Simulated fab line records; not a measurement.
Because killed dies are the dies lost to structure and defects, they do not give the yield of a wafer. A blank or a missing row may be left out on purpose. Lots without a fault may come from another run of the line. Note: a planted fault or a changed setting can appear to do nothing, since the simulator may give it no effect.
Struck lot and sound lot, side by side || flow gf180mcu || 15 steps out of a route of 602
Sound: these wafers, L875.2, L875.3, L875.5. Struck: wafer L879.3 (L879.2, L879.4, from the same lot, were not struck and are left out); the cause is given at the end.
For every step that has rows: the tool of each side, followed by ch and its chambers, followed by its first start. Under that, the readings that differ: sound wafers || struck wafers || difference of the means || sigmas: that difference in standard deviations of wafers without a fault.
alike: words and numbers the same on both sides, and readings whose means are apart by under 2 such deviations; not compared: readings that were withheld, readings missing a value for some wafer, numbers with overlapping values and no deviation given by the record, and bounds like >300 which may hide the same value.
The two part at a step that has a row with sigmas, a row that says differs or no value, or rows on one side only. Non-overlapping numbers with no deviation appear without sigmas and do not part them. Lack of a reading on every wafer of one side parts them only where that side has two or more wafers.

GF_V5_STRIP_18: strips in O2/N2.
  sound on plasma asher-02 ch 0,1, day 29 15:39; struck on plasma asher-03 ch 1, day 31 02:32
{"reading": "oes product au (a.u.)", "sound": "0.571 0.571 0.571", "struck": 0.556, "difference": -0.015, "sigmas": -3}
{"reading": "platen temp c (C)", "sound": "250.20 250.25 249.91", "struck": 249.70, "difference": -0.42, "sigmas": -2}
  alike: drypump motor current A, heater power w
  not compared: rf hours counter h
then, 2 steps without rows for these wafers: GF_V5_STRIP_19 (strips in post etch residue remover, time 1200 s); GF_V5_CLEAN_20 (cleans in DIW).
GF_V5_SPUTTER_21: material Ti, target thk 15 nm, time 80.02 s.
  sound: pvd sputter-03 at day 29 16:14; struck: pvd sputter-03 at day 31 03:06
{"reading": "throttle valve pct (%)", "sound": "29.7 32.2 32.5", "struck": 29.4, "difference": -2.1, "sigmas": -2}
  alike: cathode dc power W
then, 2 steps without rows for these wafers: GF_V5_SPUTTER_22 (material TiN, target thk 10 nm, time 40 s); GF_V5_CVD_23 (deposits W, target thk 350 nm, time 104.9 s).
GF_V5_RS_MEAS_24: a four-point-probe measurement.
  sound: film metro-02 at day 29 16:28; struck: film metro-03 at day 31 03:20
  alike: V5_W_RS
GF_V5_THK_MEAS_25: measures by xrf.
  sound: film metro-02 at day 29 16:35; struck: film metro-03 at day 31 03:26
  alike: V5_W_THK
then, 1 step without rows for these wafers: GF_V5_CMP_26 (polishes, stops on SiO2, t overpolish 15 s, target thk 0 nm).
GF_TOP_METAL_SPUTTER_00: material Ti, target thk 37.5 nm, time 150 s.
  sound: pvd sputter-01 at day 29 16:56; struck: pvd sputter-04 at day 31 03:47
  alike: cathode dc power W, throttle valve pct
then, 1 step without rows for these wafers: GF_TOP_METAL_SPUTTER_01 (material TiN, target thk 30 nm, time 25 s).
GF_TOP_METAL_SPUTTER_02: material AlCu, target thk 900 nm, time 47.82 s.
  sound: pvd sputter-01 at day 29 17:04; struck: pvd sputter-04 at day 31 03:55
  alike: cathode dc power W, throttle valve pct
GF_TOP_METAL_SPUTTER_03: material Ti, target thk 5 nm, time 3.3 s.
  sound: pvd sputter-01 at day 29 17:06; struck: pvd sputter-04 at day 31 03:58
{"reading": "cathode dc power W (W)", "sound": "3000.0 2999.9 3000.3", "struck": 3129.6, "difference": "+129.5", "sigmas": "+99 or more"}
{"reading": "model.Ti_of_TOP_METAL_SPUTTER_03.thk nm (nm)", "sound": "5.131 5.165 5.043", "struck": 5.272, "difference": "+0.159", "sigmas": ""}
  alike: throttle valve pct
GF_TOP_METAL_SPUTTER_04: material TiN, target thk 25 nm, time 20.8 s.
  sound: pvd sputter-01 at day 29 17:07; struck: pvd sputter-04 at day 31 03:59
  alike: cathode dc power W, throttle valve pct
GF_PASSIVATION_PROBE_99:
  rows exist in the record for the struck wafers here (prober-01, day 32 17:09), but not for the sound ones

== WHERE THEY PART ==
At GF_V5_STRIP_18 first; at GF_PASSIVATION_PROBE_99 last (within this record only).

WHY: the cause the simulator had injected
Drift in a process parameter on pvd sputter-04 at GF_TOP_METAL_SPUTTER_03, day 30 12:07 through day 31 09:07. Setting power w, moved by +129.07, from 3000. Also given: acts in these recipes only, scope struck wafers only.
